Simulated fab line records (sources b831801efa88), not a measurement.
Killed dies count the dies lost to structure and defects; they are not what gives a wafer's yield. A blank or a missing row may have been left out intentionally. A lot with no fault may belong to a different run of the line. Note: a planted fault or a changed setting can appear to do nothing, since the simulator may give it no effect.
What tool caused it? + flow gf180mcu + 13 lots with 39 wafers sampled at 4 steps, on a route of 602 steps

## WHAT THE GAUGES SHOWED, per wafer
GF_V1_THK_MEAS_01.
| lot  | measured     | on            | V1_CVD_00_THK (nm) |
|------|--------------|---------------|--------------------|
| L528 | day 17 04:36 | film metro-03 | 596 608 592        |
| L530 | day 17 21:58 | film metro-03 | 602 615 615        |
| L531 | day 18 11:10 | film metro-03 | 605 600 612        |
| L532 | day 18 18:01 | film metro-04 | 603 602 603        |
| L533 | day 19 04:00 | film metro-03 | 604 591 605        |
| L534 | day 19 15:08 | film metro-02 | 608 597 616        |
| L535 | day 20 01:48 | film metro-04 | 598 593 602        |
| L539 | day 21 09:55 | film metro-02 | 599 600 598        |
| L540 | day 21 19:44 | film metro-03 | 612 610 604        |
| L547 | day 24 02:22 | film metro-04 | 609 615 605        |
| L549 | day 24 16:10 | film metro-02 | 602 597 588        |
| L550 | day 24 20:53 | film metro-04 | 585 595 585        |
| L551 | day 25 06:25 | film metro-02 | 608 601 590        |

GF_V1_CD_MEAS_14 targets a cd of 260 nm.
| lot  | measured     | on        | cd nm (nm)        |
|------|--------------|-----------|-------------------|
| L528 | day 18 04:06 | cd sem-01 | 259.9 261.7 260.6 |
| L530 | day 18 22:23 | cd sem-02 | 258.0 258.8 258.2 |
| L531 | day 19 12:00 | cd sem-01 | 259.3 259.3 259.3 |
| L532 | day 19 19:43 | cd sem-01 | 260.4 261.1 261.7 |
| L533 | day 20 05:16 | cd sem-01 | 258.9 260.1 259.0 |
| L534 | day 20 15:34 | cd sem-01 | 259.3 260.5 261.3 |
| L535 | day 21 02:36 | cd sem-02 | 258.8 259.1 259.1 |
| L539 | day 22 09:55 | cd sem-01 | 259.5 259.5 260.1 |
| L540 | day 22 19:49 | cd sem-02 | 260.2 261.8 260.1 |
| L547 | day 25 01:04 | cd sem-02 | 261.3 259.7 260.8 |
| L549 | day 25 14:29 | cd sem-01 | 261.2 259.6 260.4 |
| L550 | day 25 19:13 | cd sem-02 | 258.6 259.4 260.0 |
| L551 | day 26 03:56 | cd sem-01 | 258.8 260.8 259.4 |

GF_M2_THK_MEAS_06: measures by xrf.
| lot  | measured     | on            | M2_ALCU_THK (nm) |
|------|--------------|---------------|------------------|
| L528 | day 18 06:17 | film metro-04 | 444 449 445      |
| L530 | day 19 00:14 | film metro-02 | 457 452 455      |
| L531 | day 19 13:53 | film metro-02 | 466 459 454      |
| L532 | day 19 21:35 | film metro-02 | 464 444 458      |
| L533 | day 20 07:07 | film metro-02 | 450 449 454      |
| L534 | day 20 17:40 | film metro-02 | 454 463 459      |
| L535 | day 21 04:27 | film metro-02 | 441 439 441      |
| L539 | day 22 11:51 | film metro-02 | 457 451 461      |
| L540 | day 22 21:40 | film metro-04 | 454 448 448      |
| L547 | day 25 02:55 | film metro-02 | 458 461 453      |
| L549 | day 25 16:20 | film metro-02 | 450 451 455      |
| L550 | day 25 21:06 | film metro-04 | 463 447 447      |
| L551 | day 26 05:55 | film metro-01 | 441 445 454      |

## TOOL THAT RAN EACH LOT (tool first, then ch and the chambers of the sampled wafers, then the start)
| lot  | GF_M2_SPUTTER_00             |
|------|------------------------------|
| L528 | pvd sputter-01, day 18 05:57 |
| L530 | pvd sputter-02, day 18 23:53 |
| L531 | pvd sputter-02, day 19 13:32 |
| L532 | pvd sputter-02, day 19 21:14 |
| L533 | pvd sputter-01, day 20 06:47 |
| L534 | pvd sputter-01, day 20 17:19 |
| L535 | pvd sputter-04, day 21 04:07 |
| L539 | pvd sputter-02, day 22 11:31 |
| L540 | pvd sputter-01, day 22 21:20 |
| L547 | pvd sputter-04, day 25 02:35 |
| L549 | pvd sputter-02, day 25 15:59 |
| L550 | pvd sputter-02, day 25 20:46 |
| L551 | pvd sputter-01, day 26 05:34 |
- GF_M2_SPUTTER_00: material Ti, target thk 37.5 nm, time 150 s.

## WHAT THE TOOLS THEMSELVES READ (means of the sampled wafers that have a number; where no wafer has one, the mark that the record gives instead)
GF_M2_SPUTTER_00.
| lot  | tool           | chamber pressure pa (Pa) | throttle valve pct (%) |
|------|----------------|--------------------------|------------------------|
| L528 | pvd sputter-01 | 1.998                    | 30.4                   |
| L530 | pvd sputter-02 | 2.001                    | 30.6                   |
| L531 | pvd sputter-02 | 1.999                    | 31.1                   |
| L532 | pvd sputter-02 | 1.997                    | 30.6                   |
| L533 | pvd sputter-01 | 1.998                    | 30.2                   |
| L534 | pvd sputter-01 | 1.999                    | 30.2                   |
| L535 | pvd sputter-04 | 1.999                    | 29.4                   |
| L539 | pvd sputter-02 | 2.000                    | 30.7                   |
| L540 | pvd sputter-01 | 1.970                    | 31.1                   |
| L547 | pvd sputter-04 | 2.000                    | 29.9                   |
| L549 | pvd sputter-02 | 1.996                    | 31.2                   |
| L550 | pvd sputter-02 | 1.999                    | 29.9                   |
| L551 | pvd sputter-01 | 1.998                    | 30.1                   |

## THE ANSWER, worked out from the rows above alone
Rule: usual is defined by the lots themselves. Put in order of their means at a reading, lots are off if they are a third of the lots or fewer, leave a main group of 4 or more, and stand apart from it by a gap of 3 or more times the standard deviation of the main group's means; of several such gaps the widest counts. A main group whose means are all the same, to the digits that the tables above print for the reading, isn't used. Also off: a lot with no number at a reading for which 4 or more lots have one. Any other lot the step has rows for is counted as sound. The gauges are gone through in route order, then the tools' own readings, and for those a lot's mean is taken as printed above. The first step at which some lot is off is used, and at that step the reading that is off furthest; a lot without a number counts as furthest.
Off at GF_M2_SPUTTER_00 (chamber pressure pa): L540. Main group: mean 1.999 Pa, sd 0.0013.
If a tool, at that step or one of the process steps before it, ran each lot that is off and ran no sound lot following the first of them, it fits. None of those tried fits.

## WHAT THE SIMULATOR PUT IN
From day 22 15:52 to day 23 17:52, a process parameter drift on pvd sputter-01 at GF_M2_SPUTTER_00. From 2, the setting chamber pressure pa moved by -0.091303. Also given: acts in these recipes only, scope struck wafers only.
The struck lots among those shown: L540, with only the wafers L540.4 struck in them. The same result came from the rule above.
